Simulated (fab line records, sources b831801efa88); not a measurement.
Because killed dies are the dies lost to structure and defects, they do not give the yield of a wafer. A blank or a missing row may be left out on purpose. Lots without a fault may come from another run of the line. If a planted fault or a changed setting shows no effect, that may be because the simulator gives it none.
What tool caused it?    flow gf180mcu    12 lots, 36 wafers sampled, at 2 steps of a route of 602

WHAT THE GAUGES READ, wafer by wafer
GF_MVSD_TW_MEAS_11.
lot   measured     on             MVSD_TW
L075  day 4 21:35  film-metro-01  1559 1550 1551
L077  day 5 05:22  film-metro-01  1568 1560 1555
L079  day 5 17:04  film-metro-02  1611 1610 1602
L081  day 6 03:35  film-metro-03  1584 1581 1575
L083  day 6 14:38  film-metro-01  1559 1556 1559
L085  day 7 04:34  film-metro-01  1562 1555 1569
L087  day 7 21:14  film-metro-01  1561 1565 1562
L089  day 8 03:34  film-metro-02  1577 1588 1586
L091  day 8 17:07  film-metro-03  1585 1584 1577
L093  day 9 01:12  film-metro-02  1587 1601 1602
L095  day 9 12:49  film-metro-03  1575 1559 1573
L097  day 9 23:53  film-metro-02  1594 1597 1601

TOOL THAT RAN EACH LOT (tool first, then ch and the chambers of the sampled wafers, then the start)
lot   GF_STI_ETCH_14
L075  rie-si-02 ch 0,2,3, day 2 08:45
L077  rie-si-02 ch 0,1,2, day 2 18:50
L079  rie-si-01 ch 0,2,3, day 3 04:35
L081  rie-si-02 ch 0,2,3, day 3 12:57
L083  rie-si-01 ch 0,1,3, day 3 23:38
L085  rie-si-01 ch 1,2,3, day 4 11:48
L087  rie-si-01 ch 0,1,3, day 4 21:11
L089  rie-si-02 ch 2,3, day 5 06:32
L091  rie-si-02 ch 0,1,3, day 5 19:51
L093  rie-si-02 ch 0,1,2, day 6 04:08
L095  rie-si-01 ch 0,1,3, day 6 13:41
L097  rie-si-02 ch 2,3, day 7 01:18
- GF_STI_ETCH_14: etches Si in HBr/Cl2/O2, target depth 360 nm, time 102.9 s.

THE ANSWER, worked out from the rows above alone
Rule: usual is defined by the lots themselves. The widest of any qualifying gaps counts: lots, ordered by their means at a reading, are off when they make up no more than a third of the lots, leave a main group of 4 or more, and stand apart from it by 3 or more times the standard deviation of that group's means. The tables above print the reading to a certain number of digits; a main group whose means all agree to those digits is not used. A lot without any number at a reading at which 4 lots or more have one is off too. The other lots that the step has rows for count as sound.
Nothing can be told from this: no lot is off at any reading shown.

WHAT WAS PUT IN BY THE SIMULATOR
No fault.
